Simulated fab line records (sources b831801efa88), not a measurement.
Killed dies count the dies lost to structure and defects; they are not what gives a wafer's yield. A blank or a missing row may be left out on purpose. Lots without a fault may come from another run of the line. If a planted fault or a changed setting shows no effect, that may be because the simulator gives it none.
Chamber matching    flow gf180mcu    GF_STI_ETCH_13 on rie-diel-01 has 4 sister chambers
The step etches the open film in CHF3/O2, stops on Si, target depth 282.31 nm, time 112.9 s. 16 wafers are shown with their chamber, then 8 later ones without.

## WAFERS WITH THEIR CHAMBER
wafer   chamber  drypump-motor-current-A (A)  run-length-s (s)  throttle-valve-pct (%)
L980.2  1        6.1                          141.3             8.812
L980.5  3        5.3                          141.6             8.823
L980.6  2        5.8                          141.7             8.797
L982.2  0        5.5                          141.1             8.801
L982.3  3        5.3                          141.6             8.807
L982.4  2        5.8                          141.8             8.791
L983.2  3        5.2                          141.8             8.806
L983.3  2        5.8                          141.9             8.801
L983.6  0        5.5                          141.2             8.808
L984.3  0        5.5                          141.0             8.817
L984.4  1        6.0                          140.7             8.816
L984.5  2        5.8                          142.0             8.812
L996.2  0        5.5                          141.2             8.824
L996.3  2        5.8                          141.7             8.798
L996.6  3        5.3                          142.0             8.809
L998.1  3        5.3                          141.8             8.784

SIGNATURES, as means of the wafers listed above
reading                  chamber 0  chamber 1  chamber 2  chamber 3  scatter within a chamber
drypump-motor-current-A  5.500      6.050      5.800      5.280      0.0329
run-length-s             141.125    141.000    141.820    141.760    0.18
throttle-valve-pct       8.81250    8.81400    8.79980    8.80580    0.0105
Rule: a wafer's distance from a chamber is the root of the sum, over the readings, of the square of ((its reading less the chamber's mean) divided by the reading's scatter). If the next closest chamber is less than 2 further off than the closest, the wafer can't be placed; otherwise it belongs to the closest. The scatter: take each reading less its chamber's mean, square it, sum over the shown wafers, divide by the number of wafers less the number of chambers, and take the root.

## WAFERS WHOSE CHAMBER IS MISSING
wafer   drypump-motor-current-A (A)  run-length-s (s)  throttle-valve-pct (%)
L998.4  5.5                          141.8             8.805
L998.6  5.2                          141.9             8.813
L100.1  5.8                          141.8             8.802
L100.2  5.5                          141.9             8.809
L100.5  6.0                          140.6             8.806
L101.3  5.3                          141.8             8.805
L101.5  5.3                          141.6             8.825
L101.6  5.8                          141.5             8.792

## WHICH CHAMBER EACH WENT THROUGH
wafer   from the rows above  in truth
L998.4  0                    0
L998.6  3                    3
L100.1  2                    2
L100.2  0                    0
L100.5  1                    1
L101.3  3                    3
L101.5  3                    3
L101.6  2                    2
Correctly placed: 8 of 8. Not placeable from these rows: 0. Placed wrongly: 0.
